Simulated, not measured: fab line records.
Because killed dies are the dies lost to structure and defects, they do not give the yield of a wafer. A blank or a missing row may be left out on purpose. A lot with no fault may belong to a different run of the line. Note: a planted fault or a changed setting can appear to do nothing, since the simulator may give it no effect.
fab line records | flow gf180mcu
[record] lots = 24 | wafers = 72 | lastDay = 34
route steps=602 shown V1@359 V2@384 M3@412 M4@471 V4@497 M5@534
lots with no fault: from the same line, run without faults
startH: the number of hours between the record's first day and the start of the first shown wafer of the lot | waitH: hours elapsed since this lot's preceding step | " same as the row above | L1.1+2: a row that stands for several wafers | - value missing, or start not given | * or withheld: withheld | < > ~ a bound
route shown NAME@n: names a module that has steps shown in the file, with the first one's number in the route | usual: mean/standard deviation of fault-free wafers | same: alike in all rows | chamber/n: place in a boat | sites: each site's reading | _std_site: the standard deviation of these | _edge_site: outer sites' mean less inner sites' | radiusMm: how far each site lies from the wafer's centre | mask NAME#n: copy n | behind: tool/chamber where the wafer was last shaped | hold: why the lot went on hold/how many hours it stayed there/how the hold came to an end | device: names the non-switching transistor (n, p or np) | end of line: at the end of the route, the tests of the same wafers | a step given without rows: its recipe and nothing more | killed: dies that structure and defects cost at the first sort, which is not the same as the wafer's yield | map: per-die view of a wafer (x killed, . not killed, _ where there is no die)
set.NAME: the setting that was run; set.NAME@STEP: the one run at that earlier step | model.NAME: the simulator's own value behind a step, which no gauge read
the route's steps for a sample of lots (tables are steps, rows are wafers)
services: a tool's chamber out of use, with start hour (startH, from the record's first day; less than 0 if before it), hours out, and reason
[[steps]]
[step GF_V1_RS_MEAS_24]
[recipe] thkMeasGauge = four-point-probe | reads = W_of_V1_CVD_23+TiN_of_V1_SPUTTER_22+Ti_of_V1_SPUTTER_21
[usual] V1_W_RS = 0.330/0.0034
lot.wafer | tool         | chamber | startH | waitH | V1_W_RS[ohm/sq]
L074.2    | filmMetro-03 | -       | 410.48 | 0.1   | 0.327
L074.5    | "            | -       | "      | "     | 0.323
L074.6    | "            | -       | "      | "     | 0.332
L075.2    | filmMetro-03 | -       | 437.36 | 0.1   | 0.330
L075.4    | "            | -       | "      | "     | 0.330
L075.5    | "            | -       | "      | "     | 0.328
L077.4    | filmMetro-04 | -       | 446.27 | 0.1   | 0.329
L077.5    | "            | -       | "      | "     | 0.333
L077.6    | "            | -       | "      | "     | 0.329
L076.3    | filmMetro-02 | -       | 450.42 | 0.2   | 0.329
L076.4    | "            | -       | "      | "     | 0.334
L076.6    | "            | -       | "      | "     | 0.330
L078.1    | filmMetro-04 | -       | 457.40 | 0.2   | 0.332
L078.2    | "            | -       | "      | "     | 0.335
L078.4    | "            | -       | "      | "     | 0.334
L079.2    | filmMetro-02 | -       | 468.56 | 0.1   | 0.329
L079.4    | "            | -       | "      | "     | 0.334
L079.6    | "            | -       | "      | "     | 0.329
L080.1    | filmMetro-04 | -       | 469.87 | 0.1   | 0.332
L080.3    | "            | -       | "      | "     | 0.329
L080.5    | "            | -       | "      | "     | 0.331
L081.1    | filmMetro-02 | -       | 484.37 | 0.1   | 0.330
L081.2    | "            | -       | "      | "     | 0.328
L081.4    | "            | -       | "      | "     | 0.333
L082.2    | filmMetro-04 | -       | 493.36 | 0.1   | 0.337
L082.5    | "            | -       | "      | "     | 0.330
L082.6    | "            | -       | "      | "     | 0.336
L083.1    | filmMetro-03 | -       | 505.30 | 0.1   | 0.335
L083.5    | "            | -       | "      | "     | 0.334
L083.6    | "            | -       | "      | "     | 0.333
L084.1    | filmMetro-02 | -       | 507.17 | 0.1   | 0.320
L084.2    | "            | -       | "      | "     | 0.327
L084.5    | "            | -       | "      | "     | 0.324
L085.1    | filmMetro-03 | -       | 516.87 | 0.1   | 0.331
L085.5    | "            | -       | "      | "     | 0.329
L085.6    | "            | -       | "      | "     | 0.332
L086.1    | filmMetro-02 | -       | 519.64 | 0.1   | 0.329
L086.4    | "            | -       | "      | "     | 0.327
L086.5    | "            | -       | "      | "     | 0.328
L087.1    | filmMetro-02 | -       | 527.69 | 0.1   | 0.327
L087.3    | "            | -       | "      | "     | 0.331
L087.6    | "            | -       | "      | "     | 0.323
L088.1    | filmMetro-03 | -       | 535.80 | 0.1   | 0.331
L088.3    | "            | -       | "      | "     | 0.327
L088.4    | "            | -       | "      | "     | 0.335
L089.1    | filmMetro-02 | -       | 545.62 | 0.1   | 0.330
L089.3    | "            | -       | "      | "     | 0.333
L089.6    | "            | -       | "      | "     | 0.333
L090.1    | filmMetro-03 | -       | 551.60 | 0.1   | 0.334
L090.3    | "            | -       | "      | "     | 0.332
L090.5    | "            | -       | "      | "     | 0.335
L091.1    | filmMetro-02 | -       | 557.54 | 0.1   | 0.334
L091.4    | "            | -       | "      | "     | 0.332
L091.6    | "            | -       | "      | "     | 0.329
L092.1    | filmMetro-04 | -       | 570.93 | 0.1   | 0.330
L092.3    | "            | -       | "      | "     | 0.328
L092.4    | "            | -       | "      | "     | 0.328
L093.4    | filmMetro-04 | -       | 575.19 | 0.1   | 0.326
L093.5    | "            | -       | "      | "     | 0.329
L093.6    | "            | -       | "      | "     | 0.327
L094.1    | filmMetro-02 | -       | 586.60 | 0.2   | 0.332
L094.2    | "            | -       | "      | "     | 0.328
L094.6    | "            | -       | "      | "     | 0.334
L095.1    | filmMetro-04 | -       | 593.74 | 0.1   | 0.331
L095.2    | "            | -       | "      | "     | 0.330
L095.4    | "            | -       | "      | "     | 0.328
L096.1    | filmMetro-04 | -       | 596.53 | 0.1   | 0.335
L096.3    | "            | -       | "      | "     | 0.331
L096.5    | "            | -       | "      | "     | 0.333
L097.2    | filmMetro-04 | -       | 601.96 | 0.1   | 0.332
L097.3    | "            | -       | "      | "     | 0.334
L097.6    | "            | -       | "      | "     | 0.329
[step GF_V2_CVD_02]
[recipe] material = SiO2 | targetThkNm = 850 | precursor = TEOS | tempC = 400 | timeS = 94.851 | rfW = 600
[usual] heaterPowerW = 645/120
lot.wafer | tool     | chamber | startH | waitH | heaterPowerW
L074.2    | pecvd-03 | 2       | 436.14 | 0.1   | 431
L074.5    | "        | 2       | "      | "     | 528
L074.6    | "        | 2       | "      | "     | 416
L075.2    | pecvd-03 | 2       | 463.68 | 0.0   | 521
L075.4    | "        | 0       | "      | "     | 772
L075.5    | "        | 2       | "      | "     | 422
L077.4    | pecvd-01 | 2       | 471.64 | 0.1   | 595
L077.5    | "        | 1       | "      | "     | 670
L077.6    | "        | 0       | "      | "     | 833
L076.3    | pecvd-01 | 1       | 476.20 | 0.0   | 652
L076.4    | "        | 1       | "      | "     | 667
L076.6    | "        | 2       | "      | "     | 495
L078.1    | pecvd-01 | 0       | 482.89 | 0.1   | 834
L078.2    | "        | 1       | "      | "     | 633
L078.4    | "        | 0       | "      | "     | 672
L079.2    | pecvd-03 | 2       | 493.79 | 0.0   | 531
L079.4    | "        | 0       | "      | "     | 776
L079.6    | "        | 2       | "      | "     | 548
L080.1    | pecvd-04 | 1       | 495.41 | 0.1   | 790
L080.3    | "        | 0       | "      | "     | 586
L080.5    | "        | 2       | "      | "     | 438
L081.1    | pecvd-03 | 1       | 509.64 | 0.1   | 844
L081.2    | "        | 2       | "      | "     | 509
L081.4    | "        | 0       | "      | "     | 731
L082.2    | pecvd-04 | 2       | 518.51 | 0.0   | 476
L082.5    | "        | 1       | "      | "     | 707
L082.6    | "        | 0       | "      | "     | 606
L083.1    | pecvd-01 | 2       | 529.64 | 0.1   | 631
L083.5    | "        | 0       | "      | "     | 679
L083.6    | "        | 1       | "      | "     | 659
L084.1    | pecvd-04 | 1       | 531.65 | 0.1   | 756
L084.2    | "        | 2       | "      | "     | 539
L084.5    | "        | 0       | "      | "     | 483
L085.1    | pecvd-04 | 1       | 541.16 | 0.1   | 696
L085.5    | "        | 1       | "      | "     | 748
L085.6    | "        | 2       | "      | "     | 519
L086.1    | pecvd-01 | 0       | 544.05 | 0.1   | 841
L086.4    | "        | 2       | "      | "     | 633
L086.5    | "        | 0       | "      | "     | 679
L087.1    | pecvd-03 | 2       | 552.24 | 0.1   | 493
L087.3    | "        | 0       | "      | "     | 737
L087.6    | "        | 1       | "      | "     | 847
L088.1    | pecvd-01 | 1       | 560.47 | 0.1   | 612
L088.3    | "        | 2       | "      | "     | 534
L088.4    | "        | 2       | "      | "     | 575
L089.1    | pecvd-03 | 2       | 569.19 | 0.1   | 508
L089.3    | "        | 1       | "      | "     | 744
L089.6    | "        | 0       | "      | "     | 631
L090.1    | pecvd-03 | 1       | 574.59 | 0.1   | 772
L090.3    | "        | 2       | "      | "     | 421
L090.5    | "        | 2       | "      | "     | 467
L091.1    | pecvd-03 | 0       | 580.94 | 0.1   | 690
L091.4    | "        | 1       | "      | "     | 848
L091.6    | "        | 0       | "      | "     | 730
L092.1    | pecvd-03 | 1       | 594.62 | 0.1   | 695
L092.3    | "        | 0       | "      | "     | 788
L092.4    | "        | 1       | "      | "     | 779
L093.4    | pecvd-03 | 0       | 597.20 | 0.1   | 705
L093.5    | "        | 2       | "      | "     | 406
L093.6    | "        | 1       | "      | "     | 859
L094.1    | pecvd-01 | 2       | 608.50 | 0.1   | 522
L094.2    | "        | 1       | "      | "     | 558
L094.6    | "        | 0       | "      | "     | 812
L095.1    | pecvd-01 | 2       | 615.69 | 0.1   | 534
L095.2    | "        | 1       | "      | "     | 557
L095.4    | "        | 2       | "      | "     | 582
L096.1    | pecvd-04 | 0       | 619.07 | 0.1   | 615
L096.3    | "        | 2       | "      | "     | 479
L096.5    | "        | 1       | "      | "     | 802
L097.2    | pecvd-03 | 2       | 623.91 | 0.0   | 514
L097.3    | "        | 1       | "      | "     | 821
L097.6    | "        | 2       | "      | "     | 531
[step GF_M3_SPUTTER_03]
[recipe] material = Ti | targetThkNm = 10 | substrateTempC = 300 | chamberPressurePa = 0.3 | powerW = 3000 | timeS = 6.7
[usual] throttleValvePct = 30.3/1.1
lot.wafer | tool          | chamber | startH | waitH | throttleValvePct
L074.2    | pvdSputter-01 | -       | 463.37 | 0.0   | 30.1
L074.5    | "             | -       | "      | "     | 31.7
L074.6    | "             | -       | "      | "     | 29.0
L075.2    | pvdSputter-02 | -       | 489.70 | 0.0   | 28.2
L075.4    | "             | -       | "      | "     | 30.0
L075.5    | "             | -       | "      | "     | 28.6
L077.4    | pvdSputter-01 | -       | 497.44 | 0.0   | 30.1
L077.5    | "             | -       | "      | "     | 28.9
L077.6    | "             | -       | "      | "     | 30.7
L076.3    | pvdSputter-01 | -       | 502.05 | 0.0   | 31.6
L076.4    | "             | -       | "      | "     | 29.1
L076.6    | "             | -       | "      | "     | 30.7
L078.1    | pvdSputter-04 | -       | 508.89 | 0.0   | 28.7
L078.2    | "             | -       | "      | "     | 30.3
L078.4    | "             | -       | "      | "     | 31.1
L079.2    | pvdSputter-02 | -       | 520.11 | 0.0   | 31.8
L079.4    | "             | -       | "      | "     | 29.9
L079.6    | "             | -       | "      | "     | 29.8
L080.1    | pvdSputter-02 | -       | 521.41 | 0.0   | 32.0
L080.3    | "             | -       | "      | "     | 28.4
L080.5    | "             | -       | "      | "     | 31.9
L081.1    | pvdSputter-02 | -       | 534.49 | 0.0   | 29.6
L081.2    | "             | -       | "      | "     | 29.9
L081.4    | "             | -       | "      | "     | 32.0
L082.2    | pvdSputter-01 | -       | 543.56 | 0.0   | 31.5
L082.5    | "             | -       | "      | "     | 31.5
L082.6    | "             | -       | "      | "     | 30.1
L083.1    | pvdSputter-04 | -       | 554.69 | 0.0   | 30.3
L083.5    | "             | -       | "      | "     | 31.2
L083.6    | "             | -       | "      | "     | 28.8
L084.1    | pvdSputter-01 | -       | 556.77 | 0.0   | 30.4
L084.2    | "             | -       | "      | "     | 30.5
L084.5    | "             | -       | "      | "     | 31.6
L085.1    | pvdSputter-01 | -       | 565.16 | 0.0   | 30.4
L085.5    | "             | -       | "      | "     | 31.5
L085.6    | "             | -       | "      | "     | 29.5
L086.1    | pvdSputter-04 | -       | 568.34 | 0.0   | 31.2
L086.4    | "             | -       | "      | "     | 31.4
L086.5    | "             | -       | "      | "     | 31.2
L087.1    | pvdSputter-01 | -       | 576.21 | 0.0   | 31.5
L087.3    | "             | -       | "      | "     | 30.1
L087.6    | "             | -       | "      | "     | 31.8
L088.1    | pvdSputter-01 | -       | 584.89 | 0.0   | 30.4
L088.3    | "             | -       | "      | "     | 31.6
L088.4    | "             | -       | "      | "     | 29.3
L089.1    | pvdSputter-02 | -       | 592.56 | 0.0   | 28.4
L089.3    | "             | -       | "      | "     | 29.7
L089.6    | "             | -       | "      | "     | 31.7
L090.1    | pvdSputter-01 | -       | 597.53 | 0.0   | 29.1
L090.3    | "             | -       | "      | "     | 30.8
L090.5    | "             | -       | "      | "     | 30.4
L091.1    | pvdSputter-04 | -       | 604.31 | 0.0   | 31.3
L091.4    | "             | -       | "      | "     | 31.1
L091.6    | "             | -       | "      | "     | 31.4
L092.1    | pvdSputter-01 | -       | 617.29 | 0.0   | 29.2
L092.3    | "             | -       | "      | "     | 30.6
L092.4    | "             | -       | "      | "     | 30.0
L093.4    | pvdSputter-04 | -       | 620.51 | 0.0   | 30.7
L093.5    | "             | -       | "      | "     | 30.6
L093.6    | "             | -       | "      | "     | 31.2
L094.1    | pvdSputter-01 | -       | 631.26 | 0.0   | 29.1
L094.2    | "             | -       | "      | "     | 31.7
L094.6    | "             | -       | "      | "     | 31.3
L095.1    | pvdSputter-02 | -       | 638.92 | 0.0   | 32.1
L095.2    | "             | -       | "      | "     | 29.8
L095.4    | "             | -       | "      | "     | 29.6
L096.1    | pvdSputter-04 | -       | 642.04 | 0.0   | 31.6
L096.3    | "             | -       | "      | "     | 30.3
L096.5    | "             | -       | "      | "     | 31.3
L097.2    | pvdSputter-02 | -       | 646.51 | 0.0   | 30.0
L097.3    | "             | -       | "      | "     | 28.6
L097.6    | "             | -       | "      | "     | 31.9
[step GF_M4_OVL_MEAS_15]
[usual] M4_OVL = -3/6.2
lot.wafer | tool       | chamber | startH | waitH | M4_OVL[nm]
L074.2    | overlay-02 | -       | 536.53 | 0.1   | 13
L074.5    | "          | -       | "      | "     | 6
L074.6    | "          | -       | "      | "     | -2
L075.2    | overlay-01 | -       | 561.38 | 0.1   | -6
L075.4    | "          | -       | "      | "     | 5
L075.5    | "          | -       | "      | "     | -10
L077.4    | overlay-01 | -       | 569.04 | 0.1   | -6
L077.5    | "          | -       | "      | "     | 0
L077.6    | "          | -       | "      | "     | 7
L076.3    | overlay-02 | -       | 572.19 | 0.1   | 0
L076.4    | "          | -       | "      | "     | -5
L076.6    | "          | -       | "      | "     | -3
L078.1    | overlay-02 | -       | 578.92 | 0.1   | 11
L078.2    | "          | -       | "      | "     | 5
L078.4    | "          | -       | "      | "     | 5
L079.2    | overlay-01 | -       | 589.76 | 0.1   | 3
L079.4    | "          | -       | "      | "     | 0
L079.6    | "          | -       | "      | "     | 4
L080.1    | overlay-02 | -       | 591.27 | 0.1   | 1
L080.3    | "          | -       | "      | "     | -5
L080.5    | "          | -       | "      | "     | -6
L081.1    | overlay-02 | -       | 603.63 | 0.1   | -2
L081.2    | "          | -       | "      | "     | -3
L081.4    | "          | -       | "      | "     | 4
L082.2    | overlay-01 | -       | 610.78 | 0.1   | -6
L082.5    | "          | -       | "      | "     | -10
L082.6    | "          | -       | "      | "     | -1
L083.1    | overlay-01 | -       | 622.22 | 0.1   | 4
L083.5    | "          | -       | "      | "     | 0
L083.6    | "          | -       | "      | "     | -9
L084.1    | overlay-01 | -       | 622.92 | 0.1   | -7
L084.2    | "          | -       | "      | "     | 0
L084.5    | "          | -       | "      | "     | -10
L085.1    | overlay-01 | -       | 631.32 | 0.1   | 6
L085.5    | "          | -       | "      | "     | 5
L085.6    | "          | -       | "      | "     | 8
L086.1    | overlay-02 | -       | 634.07 | 0.1   | -2
L086.4    | "          | -       | "      | "     | 0
L086.5    | "          | -       | "      | "     | -7
L087.1    | overlay-01 | -       | 640.73 | 0.1   | -4
L087.3    | "          | -       | "      | "     | -2
L087.6    | "          | -       | "      | "     | -11
L088.1    | overlay-01 | -       | 649.36 | 0.1   | -11
L088.3    | "          | -       | "      | "     | -16
L088.4    | "          | -       | "      | "     | -9
L089.1    | overlay-02 | -       | 657.08 | 0.1   | 6
L089.3    | "          | -       | "      | "     | 7
L089.6    | "          | -       | "      | "     | 0
L090.1    | overlay-02 | -       | 661.67 | 0.1   | -13
L090.3    | "          | -       | "      | "     | -14
L090.5    | "          | -       | "      | "     | -13
L091.1    | overlay-01 | -       | 667.78 | 0.1   | 7
L091.4    | "          | -       | "      | "     | 4
L091.6    | "          | -       | "      | "     | -2
L092.1    | overlay-02 | -       | 679.30 | 0.1   | -2
L092.3    | "          | -       | "      | "     | 5
L092.4    | "          | -       | "      | "     | -12
L093.4    | overlay-01 | -       | 683.65 | 0.1   | -14
L093.5    | "          | -       | "      | "     | 2
L093.6    | "          | -       | "      | "     | -8
L094.1    | overlay-02 | -       | 691.45 | 0.1   | 1
L094.2    | "          | -       | "      | "     | -10
L094.6    | "          | -       | "      | "     | -13
L095.1    | overlay-01 | -       | 700.28 | 0.1   | -3
L095.2    | "          | -       | "      | "     | -7
L095.4    | "          | -       | "      | "     | -2
L096.1    | overlay-02 | -       | 702.67 | 0.1   | -8
L096.3    | "          | -       | "      | "     | -6
L096.5    | "          | -       | "      | "     | -4
L097.2    | overlay-02 | -       | 706.84 | 0.1   | 5
L097.3    | "          | -       | "      | "     | -5
L097.6    | "          | -       | "      | "     | -4
[step GF_V4_SPUTTER_21]
[recipe] material = Ti | targetThkNm = 15 | chamberPressurePa = 5 | powerW = 2500 | substrateTempC = 200 | timeS = 80.02
[usual] throttleValvePct = 30.2/1.1
lot.wafer | tool          | chamber | startH | waitH | throttleValvePct
L074.2    | pvdSputter-04 | -       | 560.99 | 0.0   | 30.8
L074.5    | "             | -       | "      | "     | 31.0
L074.6    | "             | -       | "      | "     | 30.4
L075.2    | pvdSputter-04 | -       | 585.58 | 0.0   | 31.2
L075.4    | "             | -       | "      | "     | 30.4
L075.5    | "             | -       | "      | "     | 30.4
L077.4    | pvdSputter-03 | -       | 593.21 | 0.0   | 28.6
L077.5    | "             | -       | "      | "     | 29.6
L077.6    | "             | -       | "      | "     | 30.1
L076.3    | pvdSputter-02 | -       | 596.34 | 0.0   | 28.7
L076.4    | "             | -       | "      | "     | 30.2
L076.6    | "             | -       | "      | "     | 31.9
L078.1    | pvdSputter-02 | -       | 602.40 | 0.0   | 32.0
L078.2    | "             | -       | "      | "     | 29.8
L078.4    | "             | -       | "      | "     | 28.6
L079.2    | pvdSputter-04 | -       | 612.58 | 0.0   | 30.4
L079.4    | "             | -       | "      | "     | 28.6
L079.6    | "             | -       | "      | "     | 28.8
L080.1    | pvdSputter-02 | -       | 614.16 | 0.0   | 29.9
L080.3    | "             | -       | "      | "     | 31.8
L080.5    | "             | -       | "      | "     | 29.6
L081.1    | pvdSputter-04 | -       | 626.90 | 0.0   | 31.0
L081.2    | "             | -       | "      | "     | 31.4
L081.4    | "             | -       | "      | "     | 28.6
L082.2    | pvdSputter-02 | -       | 633.49 | 0.0   | 28.7
L082.5    | "             | -       | "      | "     | 28.5
L082.6    | "             | -       | "      | "     | 30.3
L083.1    | pvdSputter-04 | -       | 644.00 | 0.0   | 28.8
L083.5    | "             | -       | "      | "     | 31.1
L083.6    | "             | -       | "      | "     | 28.5
L084.1    | pvdSputter-04 | -       | 645.51 | 0.0   | 28.6
L084.2    | "             | -       | "      | "     | 31.4
L084.5    | "             | -       | "      | "     | 30.3
L085.1    | pvdSputter-04 | -       | 653.19 | 0.0   | 28.9
L085.5    | "             | -       | "      | "     | 28.7
L085.6    | "             | -       | "      | "     | 31.1
L086.1    | pvdSputter-03 | -       | 656.21 | 0.0   | 30.7
L086.4    | "             | -       | "      | "     | 28.1
L086.5    | "             | -       | "      | "     | 30.0
L087.1    | pvdSputter-04 | -       | 662.25 | 0.0   | 28.7
L087.3    | "             | -       | "      | "     | 31.5
L087.6    | "             | -       | "      | "     | 30.5
L088.1    | pvdSputter-02 | -       | 671.36 | 0.0   | 30.2
L088.3    | "             | -       | "      | "     | 29.9
L088.4    | "             | -       | "      | "     | 32.2
L089.1    | pvdSputter-03 | -       | 678.54 | 0.0   | 28.1
L089.3    | "             | -       | "      | "     | 29.4
L089.6    | "             | -       | "      | "     | 28.2
L090.1    | pvdSputter-04 | -       | 684.01 | 0.0   | 30.5
L090.3    | "             | -       | "      | "     | 28.7
L090.5    | "             | -       | "      | "     | 28.8
L091.1    | pvdSputter-02 | -       | 689.58 | 0.0   | 30.2
L091.4    | "             | -       | "      | "     | 31.6
L091.6    | "             | -       | "      | "     | 30.3
L092.1    | pvdSputter-03 | -       | 700.80 | 0.0   | 28.0
L092.3    | "             | -       | "      | "     | 30.7
L092.4    | "             | -       | "      | "     | 30.2
L093.4    | pvdSputter-03 | -       | 704.38 | 0.0   | 30.7
L093.5    | "             | -       | "      | "     | 30.6
L093.6    | "             | -       | "      | "     | 30.3
L094.1    | pvdSputter-04 | -       | 712.16 | 0.0   | 30.8
L094.2    | "             | -       | "      | "     | 30.4
L094.6    | "             | -       | "      | "     | 28.8
L095.1    | pvdSputter-02 | -       | 720.54 | 0.0   | 29.7
L095.2    | "             | -       | "      | "     | 28.6
L095.4    | "             | -       | "      | "     | 32.1
L096.1    | pvdSputter-02 | -       | 722.89 | 0.0   | 29.7
L096.3    | "             | -       | "      | "     | 30.1
L096.5    | "             | -       | "      | "     | 30.3
L097.2    | pvdSputter-03 | -       | 726.88 | 0.0   | 29.3
L097.3    | "             | -       | "      | "     | 28.1
L097.6    | "             | -       | "      | "     | 30.2
[step GF_M5_OVL_MEAS_08]
[usual] M5_OVL = 5/4.8
lot.wafer | tool       | chamber | startH | waitH | M5_OVL[nm]
L074.2    | overlay-01 | -       | 604.93 | 0.1   | 12
L074.5    | "          | -       | "      | "     | 8
L074.6    | "          | -       | "      | "     | 10
L075.2    | overlay-02 | -       | 628.66 | 0.1   | 14
L075.4    | "          | -       | "      | "     | 16
L075.5    | "          | -       | "      | "     | 8
L077.4    | overlay-01 | -       | 636.52 | 0.1   | 10
L077.5    | "          | -       | "      | "     | 2
L077.6    | "          | -       | "      | "     | 0
L076.3    | overlay-01 | -       | 639.29 | 0.1   | 13
L076.4    | "          | -       | "      | "     | 3
L076.6    | "          | -       | "      | "     | 1
L078.1    | overlay-02 | -       | 643.57 | 0.1   | 0
L078.2    | "          | -       | "      | "     | -1
L078.4    | "          | -       | "      | "     | -3
L079.2    | overlay-02 | -       | 653.93 | 0.1   | 1
L079.4    | "          | -       | "      | "     | 2
L079.6    | "          | -       | "      | "     | 5
L080.1    | overlay-01 | -       | 656.08 | 0.1   | 0
L080.3    | "          | -       | "      | "     | 5
L080.5    | "          | -       | "      | "     | 4
L081.1    | overlay-01 | -       | 668.48 | 0.1   | 10
L081.2    | "          | -       | "      | "     | 6
L081.4    | "          | -       | "      | "     | 9
L082.2    | overlay-01 | -       | 674.18 | 0.1   | 5
L082.5    | "          | -       | "      | "     | 3
L082.6    | "          | -       | "      | "     | 9
L083.1    | overlay-02 | -       | 683.98 | 0.1   | 1
L083.5    | "          | -       | "      | "     | 0
L083.6    | "          | -       | "      | "     | 5
L084.1    | overlay-02 | -       | 685.40 | 0.1   | -2
L084.2    | "          | -       | "      | "     | 8
L084.5    | "          | -       | "      | "     | 2
L085.1    | overlay-02 | -       | 693.55 | 0.1   | 7
L085.5    | "          | -       | "      | "     | 8
L085.6    | "          | -       | "      | "     | 8
L086.1    | overlay-02 | -       | 696.27 | 0.1   | 2
L086.4    | "          | -       | "      | "     | 3
L086.5    | "          | -       | "      | "     | 5
L087.1    | overlay-01 | -       | 702.02 | 0.1   | -1
L087.3    | "          | -       | "      | "     | 1
L087.6    | "          | -       | "      | "     | 5
L088.1    | overlay-01 | -       | 710.43 | 0.1   | 3
L088.3    | "          | -       | "      | "     | 4
L088.4    | "          | -       | "      | "     | 5
L089.1    | overlay-01 | -       | 718.07 | 0.1   | 7
L089.3    | "          | -       | "      | "     | 5
L089.6    | "          | -       | "      | "     | 0
L090.1    | overlay-01 | -       | 722.53 | 0.1   | 0
L090.3    | "          | -       | "      | "     | 5
L090.5    | "          | -       | "      | "     | 0
L091.1    | overlay-01 | -       | 727.82 | 0.1   | 1
L091.4    | "          | -       | "      | "     | 3
L091.6    | "          | -       | "      | "     | 5
L092.1    | overlay-02 | -       | 738.65 | 0.1   | 10
L092.3    | "          | -       | "      | "     | 16
L092.4    | "          | -       | "      | "     | 5
L093.4    | overlay-01 | -       | 740.85 | 0.1   | 6
L093.5    | "          | -       | "      | "     | 8
L093.6    | "          | -       | "      | "     | 10
L094.1    | overlay-02 | -       | 748.68 | 0.1   | 8
L094.2    | "          | -       | "      | "     | 14
L094.6    | "          | -       | "      | "     | 6
L095.1    | overlay-02 | -       | 755.98 | 0.1   | 2
L095.2    | "          | -       | "      | "     | 6
L095.4    | "          | -       | "      | "     | 7
L096.1    | overlay-02 | -       | 759.32 | 0.1   | 2
L096.3    | "          | -       | "      | "     | -3
L096.5    | "          | -       | "      | "     | 3
L097.2    | overlay-01 | -       | 761.38 | 0.1   | 2
L097.3    | "          | -       | "      | "     | 8
L097.6    | "          | -       | "      | "     | 4
[[services]]
tool          | chamber | startH | hours | kind
pecvd-03      | -       | 425.19 | 2.8   | pm
pvdSputter-04 | -       | 431.44 | 1.6   | repair
pecvd-03      | 1       | 435.24 | 4.0   | repair
pecvd-03      | 0       | 436.07 | 15.8  | repair
pvdSputter-04 | -       | 436.77 | 1.8   | repair
pvdSputter-02 | -       | 445.71 | 32.1  | repair
pecvd-03      | 1       | 452.05 | 6.5   | repair
pvdSputter-02 | -       | 473.24 | 0.8   | repair
pecvd-04      | 1       | 475.12 | 5.2   | repair
pvdSputter-02 | -       | 479.52 | 6.8   | repair
pvdSputter-03 | -       | 507.62 | 8.4   | repair
pvdSputter-02 | -       | 530.37 | 2.5   | repair
pvdSputter-01 | -       | 539.85 | 2.2   | repair
pvdSputter-04 | -       | 540.96 | 4.4   | repair
pvdSputter-02 | -       | 561.33 | 5.5   | repair
pecvd-04      | -       | 563.16 | 2.0   | repair
pecvd-04      | -       | 591.12 | 14.0  | pm
pecvd-04      | -       | 614.49 | 3.2   | repair
pecvd-03      | -       | 632.66 | 6.0   | pm
pecvd-04      | -       | 633.46 | 5.8   | repair
pvdSputter-03 | -       | 634.02 | 12.6  | repair
pecvd-01      | -       | 645.43 | 0.5   | repair
pecvd-01      | -       | 663.21 | 4.3   | pm
pecvd-01      | -       | 714.47 | 14.6  | pm
[[key]]
fault none
